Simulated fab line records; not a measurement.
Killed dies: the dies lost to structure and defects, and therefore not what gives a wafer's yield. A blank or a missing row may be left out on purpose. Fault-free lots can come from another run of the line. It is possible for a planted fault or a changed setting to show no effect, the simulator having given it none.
One fault through the eyes of 2 desks :: flow sky130 :: every desk sees just its own numbers, and what lay behind them comes last

== AT THE TOOL OWNER'S DESK: litho track-02 ==
Per lot that ran on this tool, the mean of the sampled wafers carrying a number, from the tool's own readings at SKY_SD_N_SOFTBAKE_03 (time 60 s). A lot is out of limits, marked OUT, if its mean lies more than 4 standard deviations from the usual mean; the brackets give that distance.
Columns: A = heater power total W at SKY_SD_N_SOFTBAKE_03, usual 56.60 W; B = plate temp C at SKY_SD_N_SOFTBAKE_03, usual 89.99 C
lot: L653
first seen here: day 27 22:19
A: 56.62
B: 89.96

lot: L658
first seen here: day 29 09:08
A: 56.60
B: 90.21

lot: L659
first seen here: day 30 11:05
A: 56.60
B: 90.00

lot: L660
first seen here: day 30 13:53
A: 56.63
B: 90.09

lot: L663
first seen here: day 31 15:59
A: 56.58
B: 89.81

lot: L668
first seen here: day 33 15:05
A: 57.44 (+18) OUT
B: 90.93 (+7.2) OUT

lot: L670
first seen here: day 34 02:17
A: 57.44 (+18) OUT
B: 91.10 (+8.6) OUT
This desk's finding: out of limits on L668, L670; first on L668, day 33 15:05 (heater power total W at SKY_SD_N_SOFTBAKE_03). Within limits: L653, L658, L659, L660, L663.

== FROM THE METROLOGY DESK ==
Means of the sampled wafers that have a number, per lot and without regard to the tool the lot ran on: this is what the gauges read. A lot is out of limits, marked OUT, if its mean lies more than 4 standard deviations from the usual mean; the brackets give that distance.
Columns: A = LDD_HVP_OVL at SKY_LDD_HVP_OVL_MEAS_07, usual -1.0 nm; B = cd nm at SKY_LI_CONTACT_CD_MEAS_12, usual 169.7 nm
lot: L652
first seen here: day 21 17:27
A: 1.2
B: 168.8

lot: L654
first seen here: day 22 05:35
A: -1.3
B: 168.9

lot: L653
first seen here: day 22 06:18
A: -2.0
B: 170.0

lot: L656
first seen here: day 23 04:12
A: -0.7
B: 168.9

lot: L658
first seen here: day 23 18:44
A: 0.6
B: 171.2

lot: L659
first seen here: day 25 00:38
A: -2.6
B: 169.1

lot: L660
first seen here: day 25 01:20
A: -0.6
B: 168.7

lot: L661
first seen here: day 25 12:51
A: -4.3
B: 170.5

lot: L663
first seen here: day 26 06:20
A: 0.0
B: 169.8

lot: L668
first seen here: day 28 07:05
A: -2.3
B: 170.3

lot: L670
first seen here: day 28 19:00
A: -1.9
B: 169.5

lot: L672
first seen here: day 28 19:17
A: -0.4
B: 169.8

lot: L674
first seen here: day 29 14:02
A: 0.3
B: 169.2

lot: L675
first seen here: day 29 15:05
A: -2.3
B: 170.9
This desk's finding: nothing out of limits on any of the 14 lots.

== TAKEN TOGETHER ==
The tool owner's desk had the chance to raise an alarm at day 33 15:05 on L668, L670.
Metrology desk: nothing out of limits seen.
The metrology desk has L668, L670 on record, within its limits.
Of the lots named, all ran SKY_SD_N_SOFTBAKE_03 on litho track-02.

== WHAT THE SIMULATOR HAD INSERTED ==
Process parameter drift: litho track-02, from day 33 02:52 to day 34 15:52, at SKY_SD_N_SOFTBAKE_03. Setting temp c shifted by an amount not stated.
Shown lots that were struck: L668, L670.
How many hours passed from the start of the fault until each desk's first out-of-limits reading: the tool owner's desk, 12.
